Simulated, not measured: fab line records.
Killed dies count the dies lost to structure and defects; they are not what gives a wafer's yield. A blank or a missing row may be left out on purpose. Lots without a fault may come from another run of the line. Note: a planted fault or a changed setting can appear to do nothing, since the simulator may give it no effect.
fab line records | flow sky130
[record] lots = 7 wafers = 21 lastDay = 49
route steps=708 shown LDD_HVP@287 LDD_LDN@289 PAD_OPEN@708
lots with no fault: from the same line, run without faults
startH: the number of hours between the record's first day and the start of the first shown wafer of the lot | waitH: hours since the lot's step before | " as in the row above | L1.1+2: several wafers, shown together as one row | - no value, or no start was given | * or withheld: withheld | < > ~ a bound
route shown NAME@n: NAME is a module with steps in the file, n the number in the route of the first one | usual: the fault-free wafers' mean and standard deviation | same: alike in all rows | chamber/n: place in a boat | sites: readings site by site | _std_site: standard deviation across them | _edge_site: mean of outer sites minus mean of inner sites | radiusMm: for every site, how far away it sits from the centre of the wafer | mask NAME#n: copy n | behind: the last tool/chamber to shape the wafer | hold: cause of the lot's hold/its duration in hours/its outcome | device: names the non-switching transistor (n, p or np) | end of line: tests run on the same wafers once the route is complete | for a step that has no rows: nothing shown but its recipe | killed: the dies lost at the first sort to structure and to defects; this is not the yield of the wafer | map: a wafer's dies, marking killed ones x, the rest . and places with no die _
set.NAME: the setting that was run; set.NAME@STEP: the one run at that earlier step | model.NAME: the simulator's own value behind a step, which no gauge read
certain route steps with their lots: each step a table, each wafer a row
services: when a tool's chamber went out of use (startH, in hours from the record's first day, below 0 if earlier), for how many hours, and the reason
[[steps]]
[step SKY_LDD_HVP_STRIP_09]
[recipe] chemistry = O2/N2 powerW = 1400 pressureMtorr = 1500 platenTempC = withheld o2FlowSccm = 3000 n2FlowSccm = 300 overashFraction = 0.5
[usual] drypumpMotorCurrentA = 5.6/0.32 oesProductAu = 0.409/0.0044 stripTimeToEndpointS = 4.135/0.013
// columns lot.wafer tool chamber startH waitH drypumpMotorCurrentA oesProductAu rfHoursCounterH stripTimeToEndpointS
L858.2 plasmaAsher-04 0 516.92 0.1 5.9 0.409 85 4.128
L858.5 " 0 " " 5.9 0.411 - 4.120
L858.6 " 1 " " 6.2 0.408 - 4.129
L859.1 plasmaAsher-01 1 528.12 0.1 5.6 0.407 8 4.131
L859.3 " 1 " " 5.6 0.414 - 4.128
L859.5 " 0 " " 5.3 0.410 - 4.125
L861.1 plasmaAsher-01 0 529.62 0.1 5.2 0.406 9 4.152
L861.4 " 0 " " 5.3 0.403 - 4.137
L861.5 " 0 " " 5.3 0.405 - 4.127
L862.1 plasmaAsher-02 1 552.26 0.1 5.7 0.403 39 4.104
L862.5 " 0 " " 5.3 0.416 - 4.129
L862.6 " 1 " " 5.7 0.412 - 4.124
L869.2 plasmaAsher-02 1 607.87 0.1 5.7 0.417 45 4.133
L869.3 " 1 " " 5.7 0.403 - 4.135
L869.5 " 1 " " 5.7 0.402 - 4.129
L873.1 plasmaAsher-04 0 641.81 0.1 5.9 0.419 99 4.160
L873.3 " 0 " " 5.9 0.414 - 4.157
L873.5 " 0 " " 5.9 0.411 - 4.160
L876.2 plasmaAsher-02 1 666.66 0.1 5.8 0.408 50 4.134
L876.5 " 0 " " 5.3 0.412 - 4.134
L876.6 " 1 " " 5.8 0.414 - 4.136
[step SKY_LDD_HVP_TW_MEAS_10]
[usual] LDD_HVP_TW = 459.8/1.9
// columns lot.wafer tool chamber startH waitH LDD_HVP_TW
L858.2 filmMetro-02 - 517.03 0.1 459.4
L858.5 " - " " 458.4
L858.6 " - " " 458.2
L859.1 filmMetro-01 - 528.22 0.1 460.1
L859.3 " - " " 460.4
L859.5 " - " " 458.5
L861.1 filmMetro-04 - 529.72 0.1 459.4
L861.4 " - " " 462.4
L861.5 " - " " 459.4
L862.1 filmMetro-02 - 552.36 0.1 459.3
L862.5 " - " " 459.6
L862.6 " - " " 459.7
L869.2 filmMetro-02 - 607.98 0.1 458.1
L869.3 " - " " 457.0
L869.5 " - " " 454.7
L873.1 filmMetro-02 - 641.91 0.1 458.1
L873.3 " - " " 456.5
L873.5 " - " " 457.4
L876.2 filmMetro-02 - 666.77 0.1 460.9
L876.5 " - " " 459.0
L876.6 " - " " 460.2
[step SKY_LDD_LDN_DEHYDRATE_00]
[recipe] tempC = 200 timeS = 60
[step SKY_LDD_LDN_HMDS_01]
[recipe] primeTimeS = 60 primeTempC = 120
[step SKY_LDD_LDN_COAT_02]
[recipe] resist = NOVOLAK spinRpm = 3000 resistThkNm = 1140
[step SKY_LDD_LDN_SOFTBAKE_03]
[recipe] tempC = 90 timeS = 60 resist = NOVOLAK
[step SKY_LDD_LDN_EXPOSE_04]
[recipe] maskId = LDNTM na = 0.6 sourceShape = conventional sigmaOuter = 0.6 polarization = unpolarized targetCdNm = 700 doseMj = 140
[step SKY_LDD_LDN_PEB_05]
[recipe] tempC = withheld timeS = * resist = NOVOLAK
[step SKY_LDD_LDN_DEVELOP_06]
[recipe] resist = NOVOLAK developer = TMAH developTimeS = 60 devTempC = 23
[step SKY_LDD_LDN_OVL_MEAS_07]
[usual] LDD_LDN_OVL = 1.0/1.2
// columns lot.wafer tool chamber startH waitH LDD_LDN_OVL[nm]
L858.2 overlay-01 - 547.13 0.1 2.1
L858.5 " - " " 2.5
L858.6 " - " " 0.1
L859.1 overlay-02 - 557.85 0.1 0.2
L859.3 " - " " 0.7
L859.5 " - " " 1.8
L861.1 overlay-01 - 559.69 0.1 -0.1
L861.4 " - " " 0.4
L861.5 " - " " 1.5
L862.1 overlay-01 - 581.90 0.1 0.5
L862.5 " - " " -0.8
L862.6 " - " " -1.7
L869.2 overlay-01 - 636.60 0.1 3.1
L869.3 " - " " 0.9
L869.5 " - " " 1.4
L873.1 overlay-02 - 670.43 0.1 1.4
L873.3 " - " " 1.2
L873.5 " - " " 1.0
L876.2 overlay-01 - 694.70 0.1 1.7
L876.5 " - " " -1.5
L876.6 " - " " -1.3
[step SKY_LDD_LDN_IMPLANT_08]
[recipe] species = As energyKev = 15 doseCm2 = 1.25e+13 tiltDeg = withheld rotationDeg = 23
[step SKY_LDD_LDN_IMPLANT_09]
[recipe] species = As energyKev = 15 doseCm2 = 1.25e+13 tiltDeg = withheld rotationDeg = 113
[step SKY_LDD_LDN_IMPLANT_10]
[recipe] species = As energyKev = 15 doseCm2 = 1.25e+13 tiltDeg = withheld rotationDeg = 203
// columns lot.wafer tool chamber startH waitH
L858.2+5+6 implanter-03 0 547.49 0.1
L858.2+5+6 implanter-03 0 547.81 0.3
L859.1+3+5 implanter-03 0 558.18 0.1
L859.1+3+5 implanter-03 0 558.50 0.3
L861.1+4+5 implanter-01 0 560.02 0.1
L862.1+5+6 implanter-03 0 582.23 0.1
L862.1+5+6 implanter-03 0 582.55 0.3
L869.2+3+5 implanter-03 0 636.96 0.1
L873.1+3+5 implanter-03 0 670.76 0.1
L876.2+5+6 implanter-02 0 695.06 0.1
[step SKY_LDD_LDN_IMPLANT_11]
[recipe] species = As energyKev = 15 doseCm2 = 1.25e+13 tiltDeg = withheld rotationDeg = 293
[step SKY_LDD_LDN_STRIP_12]
[recipe] chemistry = O2/N2 powerW = 1400 pressureMtorr = 1500 platenTempC = withheld o2FlowSccm = 3000 n2FlowSccm = 300 overashFraction = 0.5
[usual] drypumpMotorCurrentA = 5.9/0.45 oesProductAu = 0.716/0.0049 stripTimeToEndpointS = 14.19/0.047
// columns lot.wafer tool chamber startH waitH drypumpMotorCurrentA oesProductAu rfHoursCounterH stripTimeToEndpointS
L858.2 plasmaAsher-04 1 548.08 0.1 6.2 0.717 89 14.20
L858.5 " 0 " " 5.9 0.716 - 14.21
L858.6 " 1 " " 6.2 0.716 - 14.19
L859.1 plasmaAsher-01 0 558.80 0.1 5.3 0.707 12 14.21
L859.3 " 1 " " 5.6 0.722 - 14.21
L859.5 " 1 " " 5.6 0.714 - 14.24
L861.1 plasmaAsher-01 0 560.32 0.1 5.3 0.713 12 14.24
L861.4 " 0 " " 5.3 0.713 - 14.22
L861.5 " 1 " " 5.6 0.712 - 14.24
L862.1 plasmaAsher-03 0 582.85 0.1 6.7 0.716 75 14.24
L862.5 " 1 " " 5.5 0.719 - 14.23
L862.6 " 0 " " 6.7 0.709 - 14.23
L869.2 plasmaAsher-03 0 637.23 0.1 6.7 0.717 80 14.20
L869.3 " 1 " " 5.5 0.715 - 14.24
L869.5 " 1 " " 5.6 0.721 - 14.23
L873.1 plasmaAsher-04 0 671.06 0.1 5.9 0.721 101 14.18
L873.3 " 0 " " 5.8 0.716 - 14.15
L873.5 " 1 " " 6.2 0.715 - 14.13
L876.2 plasmaAsher-03 1 695.33 0.1 5.5 0.716 85 14.14
L876.5 " 1 " " 5.5 0.725 - 14.18
L876.6 " 0 " " 6.6 0.719 - 14.20
[step SKY_LDD_LDN_TW_MEAS_13]
[usual] LDD_LDN_TW = 1479/8.4
// columns lot.wafer tool chamber startH waitH LDD_LDN_TW
L858.2 filmMetro-03 - 548.19 0.1 1558
L858.5 " - " " 1572
L858.6 " - " " 1566
L858.2 filmMetro-03 - 548.42 0.2 1563
L858.5 " - " " 1572
L858.6 " - " " 1569
L859.1 filmMetro-02 - 558.90 0.1 1592
L859.3 " - " " 1590
L859.5 " - " " 1594
L859.1 filmMetro-02 - 559.13 0.2 1590
L859.3 " - " " 1587
L859.5 " - " " 1591
L861.1 filmMetro-04 - 560.42 0.1 1482
L861.4 " - " " 1490
L861.5 " - " " 1492
L862.1 filmMetro-02 - 582.95 0.1 1590
L862.5 " - " " 1581
L862.6 " - " " 1579
L862.1 filmMetro-02 - 583.19 0.2 1579
L862.5 " - " " 1584
L862.6 " - " " 1594
L869.2 filmMetro-04 - 637.34 0.1 1481
L869.3 " - " " 1484
L869.5 " - " " 1481
L873.1 filmMetro-04 - 671.16 0.1 1491
L873.3 " - " " 1495
L873.5 " - " " 1483
L876.2 filmMetro-03 - 695.44 0.1 1463
L876.5 " - " " 1475
L876.6 " - " " 1465
[step SKY_LDD_LDN_CLEAN_14]
[recipe] chemistry = SC1/SC2 mix = 1:4:20 tempC = 70 timeS = 150 dry = n2Spin
[step SKY_PAD_OPEN_PROBE_99]
[usual] killed_at_M0_to_M3 = 43/7 killed_at_M4_up = 3.1/2 killedAtContacts = 24/5.3 killedAtFrontEnd = 15/4.2 killedAtOther = 0.4/0.66 killedDies = 86/9.5 killedOpen = 47/7.4 killedShort = 38/6.2
[same] grossDies = 492 killedAtBackSide = 0
// columns lot.wafer tool chamber startH waitH killed_at_M0_to_M3 killed_at_M4_up killedAtContacts killedAtFrontEnd killedAtOther killedDies killedOpen killedShort model.etest.tipSonos.rsOhmSq
L858.2 prober-01 - 1090.83 0.1 46 2 21 18 0 87 50 37 2371
L858.5 prober-01 - 1090.98 0.2 43 3 23 18 0 87 47 40 2412
L858.6 prober-01 - 1091.03 0.2 41 3 24 16 0 84 43 41 2336
L859.1 prober-02 - 1097.15 0.1 45 3 24 9 0 81 42 39 2272
L859.3 prober-02 - 1097.25 0.2 42 3 27 14 0 86 52 32 2259
L859.5 prober-02 - 1097.35 0.2 51 0 25 11 2 89 49 36 2252
L861.1 prober-01 - 1098.39 0.1 47 4 27 17 0 95 47 47 2582
L861.4 prober-01 - 1098.54 0.2 48 8 24 13 1 94 55 37 2633
L861.5 prober-01 - 1098.59 0.2 37 4 26 11 0 78 42 36 2647
L862.1 prober-02 - 1115.89 0.1 58 4 28 17 0 107 53 54 2296
L862.5 prober-02 - 1116.09 0.2 42 9 19 7 1 78 38 40 2314
L862.6 prober-02 - 1116.14 0.2 62 5 20 13 0 100 57 43 2261
L869.2 prober-01 - 1150.12 0.1 41 3 25 19 1 89 32 57 2684
L869.3 prober-01 - 1150.17 0.2 35 2 32 14 0 83 51 32 2698
L869.5 prober-01 - 1150.27 0.2 48 4 28 12 0 92 52 40 2670
L873.1 prober-01 - 1172.35 0.1 36 3 26 20 0 85 53 32 2624
L873.3 prober-01 - 1172.45 0.2 53 1 22 15 0 91 45 46 2612
L873.5 prober-01 - 1172.55 0.2 49 2 21 16 0 88 49 39 2619
L876.2 prober-02 - 1185.07 0.1 41 2 23 28 0 94 53 41 2649
L876.5 prober-02 - 1185.22 0.2 36 1 25 18 2 82 48 32 2705
L876.6 prober-02 - 1185.27 0.2 42 1 39 13 0 95 48 47 2691
// killed by level:class
L858.2 VIA1:geometricParticle:open=14 LI_CONTACT:geometricParticle:open=7 CONTACT:geometricParticle:open=6 VIA2:geometricParticle:open=5 VIA1:geometricParticle:short=5 VIA3:geometricParticle:open=5 SPACER:geometricParticle:short=4 METAL2:geometricParticle:short=4
L858.5 VIA1:geometricParticle:open=9 CONTACT:geometricParticle:open=9 VIA2:geometricParticle:open=8 CONTACT:geometricParticle:short=6 LI_CONTACT:geometricParticle:open=6 METAL1:geometricParticle:short=6 FIELD_ISO:geometricParticle:open=5 FIELD_ISO:geometricParticle:short=5
L858.6 CONTACT:geometricParticle:open=9 VIA2:geometricParticle:open=7 VIA3:geometricParticle:open=7 VIA3:geometricParticle:short=6 FIELD_ISO:geometricParticle:short=5 LI_CONTACT:geometricParticle:open=5 CONTACT:geometricParticle:short=5 POLY_GATE:geometricParticle:open=4
L859.1 CONTACT:geometricParticle:open=11 VIA1:geometricParticle:open=11 VIA1:geometricParticle:short=8 CONTACT:geometricParticle:short=5 VIA3:geometricParticle:short=5 METAL2:geometricParticle:short=5 LI_CONTACT:geometricParticle:open=4 VIA3:geometricParticle:open=4
L859.3 VIA1:geometricParticle:open=14 LI_CONTACT:geometricParticle:open=11 VIA3:geometricParticle:open=8 CONTACT:geometricParticle:open=7 METAL1:geometricParticle:short=5 FIELD_ISO:geometricParticle:open=4 CONTACT:geometricParticle:short=4 VIA1:geometricParticle:short=4
L859.5 CONTACT:geometricParticle:open=12 VIA1:geometricParticle:open=10 METAL2:geometricParticle:short=9 LI_CONTACT:geometricParticle:open=7 VIA3:geometricParticle:open=7 METAL1:geometricParticle:short=5 VIA1:geometricParticle:short=5 VIA2:geometricParticle:open=5
L861.1 VIA2:geometricParticle:open=11 VIA1:geometricParticle:open=11 CONTACT:geometricParticle:open=9 CONTACT:geometricParticle:short=8 METAL2:geometricParticle:short=7 POLY_GATE:geometricParticle:open=6 LOCAL_INTERCONNECT:geometricParticle:short=6 FIELD_ISO:geometricParticle:short=5
L861.4 CONTACT:geometricParticle:open=14 VIA1:geometricParticle:open=13 VIA3:geometricParticle:open=7 METAL2:geometricParticle:short=7 VIA2:geometricParticle:short=5 METAL4:geometricParticle:short=5 FIELD_ISO:geometricParticle:open=4 VIA2:geometricParticle:open=4
L861.5 CONTACT:geometricParticle:open=10 METAL2:geometricParticle:short=10 LI_CONTACT:geometricParticle:open=8 VIA1:geometricParticle:open=7 VIA3:geometricParticle:open=6 CONTACT:geometricParticle:short=5 VIA2:geometricParticle:open=5 POLY_GATE:geometricParticle:short=4
L862.1 METAL1:geometricParticle:short=11 CONTACT:geometricParticle:open=9 VIA2:geometricParticle:open=9 VIA1:geometricParticle:open=8 VIA1:geometricParticle:short=7 LOCAL_INTERCONNECT:geometricParticle:short=6 LI_CONTACT:geometricParticle:open=6 FIELD_ISO:geometricParticle:open=5
L862.5 VIA2:geometricParticle:open=9 VIA1:geometricParticle:open=8 METAL4:geometricParticle:short=7 METAL2:geometricParticle:short=6 VIA3:geometricParticle:open=5 LI_CONTACT:geometricParticle:short=5 LI_CONTACT:geometricParticle:open=5 VIA1:geometricParticle:short=5
L862.6 VIA3:geometricParticle:open=13 VIA1:geometricParticle:open=10 VIA2:geometricParticle:open=9 CONTACT:geometricParticle:open=9 FIELD_ISO:geometricParticle:open=7 METAL2:geometricParticle:short=7 METAL1:geometricParticle:short=6 VIA1:geometricParticle:short=6
L869.2 CONTACT:geometricParticle:short=10 FIELD_ISO:geometricParticle:short=9 VIA1:geometricParticle:open=9 METAL1:geometricParticle:short=8 FIELD_ISO:geometricParticle:open=7 VIA3:geometricParticle:short=5 LI_CONTACT:geometricParticle:short=4 LOCAL_INTERCONNECT:geometricParticle:short=4
L869.3 VIA1:geometricParticle:open=12 CONTACT:geometricParticle:open=12 LI_CONTACT:geometricParticle:open=7 VIA3:geometricParticle:open=6 FIELD_ISO:geometricParticle:short=5 METAL1:geometricParticle:short=5 POLY_GATE:geometricParticle:open=4 LI_CONTACT:geometricParticle:short=4
L869.5 LI_CONTACT:geometricParticle:open=10 VIA3:geometricParticle:open=10 VIA2:geometricParticle:open=9 VIA1:geometricParticle:short=8 CONTACT:geometricParticle:open=8 VIA1:geometricParticle:open=6 CONTACT:geometricParticle:short=5 METAL2:geometricParticle:short=5
L873.1 VIA1:geometricParticle:open=16 LI_CONTACT:geometricParticle:open=12 FIELD_ISO:geometricParticle:open=7 CONTACT:geometricParticle:open=7 LOCAL_INTERCONNECT:geometricParticle:short=5 VIA1:geometricParticle:short=5 FIELD_ISO:geometricParticle:short=3 POLY_GATE:geometricParticle:short=3
L873.3 VIA1:geometricParticle:open=10 VIA2:geometricParticle:open=9 METAL3:geometricParticle:short=8 LI_CONTACT:geometricParticle:open=7 CONTACT:geometricParticle:short=7 METAL1:geometricParticle:short=7 VIA3:geometricParticle:short=5 VIA3:geometricParticle:open=5
L873.5 VIA1:geometricParticle:open=15 FIELD_ISO:geometricParticle:open=8 LI_CONTACT:geometricParticle:open=8 CONTACT:geometricParticle:open=8 METAL1:geometricParticle:short=7 VIA1:geometricParticle:short=6 METAL2:geometricParticle:short=6 VIA2:geometricParticle:open=6
L876.2 VIA3:geometricParticle:open=11 FIELD_ISO:geometricParticle:open=8 LI_CONTACT:geometricParticle:open=7 POLY_GATE:geometricParticle:open=7 METAL2:geometricParticle:short=7 METAL1:geometricParticle:short=7 CONTACT:geometricParticle:short=6 VIA1:geometricParticle:open=5
L876.5 CONTACT:geometricParticle:open=13 VIA1:geometricParticle:open=9 FIELD_ISO:geometricParticle:open=6 METAL1:geometricParticle:short=6 POLY_GATE:geometricParticle:short=5 LI_CONTACT:geometricParticle:open=5 VIA3:geometricParticle:open=5 CONTACT:geometricParticle:short=4
L876.6 CONTACT:geometricParticle:open=11 LOCAL_INTERCONNECT:geometricParticle:short=10 VIA3:geometricParticle:open=10 VIA1:geometricParticle:open=9 LI_CONTACT:geometricParticle:open=6 CONTACT:geometricParticle:short=6 LI_CONTACT:geometricParticle:short=5 METAL2:geometricParticle:short=5
[[services]]
// columns tool chamber startH hours kind
plasmaAsher-04 - 512.98 0.6 repair
implanter-01 - 518.52 4.4 pm
plasmaAsher-02 - 523.35 11.1 repair
implanter-03 - 532.85 2.6 repair
implanter-02 - 533.45 1.0 repair
plasmaAsher-03 - 569.07 1.4 repair
plasmaAsher-02 - 578.45 1.5 repair
plasmaAsher-03 - 625.50 5.5 repair
implanter-03 - 627.89 1.0 repair
implanter-03 - 628.92 1.8 pm
implanter-03 - 630.73 3.9 pm
plasmaAsher-03 - 630.99 2.8 pm
implanter-02 - 659.48 1.5 repair
plasmaAsher-01 - 669.85 1.6 repair
implanter-02 - 670.73 3.1 repair
implanter-03 - 695.39 1.6 repair
[[key]]
[firstSign] step = SKY_LDD_LDN_IMPLANT_10 reading = visit direction = added
[effect] step = SKY_LDD_LDN_TW_MEAS_13 reading = visit direction = added
[effect] step = SKY_LDD_LDN_TW_MEAS_13 reading = LDD_LDN_TW direction = up sigmas = 12 usual = 1479 struck = 1580
[modelEffect] step = SKY_PAD_OPEN_PROBE_99 value = etest.tipSonos.rsOhmSq without = 2612 struck = 2308
metAt SKY_LDD_LDN_IMPLANT_10
struckWafers L858.2,L858.5,L858.6,L859.1,L859.3,L859.5,L862.1,L862.5,L862.6
testerLeftOut L858,L859,L862
[fault] kind = repeatedStepWhole tool = implanter-01,implanter-02,implanter-03 chamber = - onsetH = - steps = SKY_LDD_LDN_IMPLANT_10 times = 1 scope = struckLotsOnly
// testerLeftOut: of these lots the tester's yield and bins aren't shown, on N5 and GAA mostly nor the transistor test; their killed dies are dies lost to structure and defects alone, not to doping, threshold or leakage, so they don't give the yield
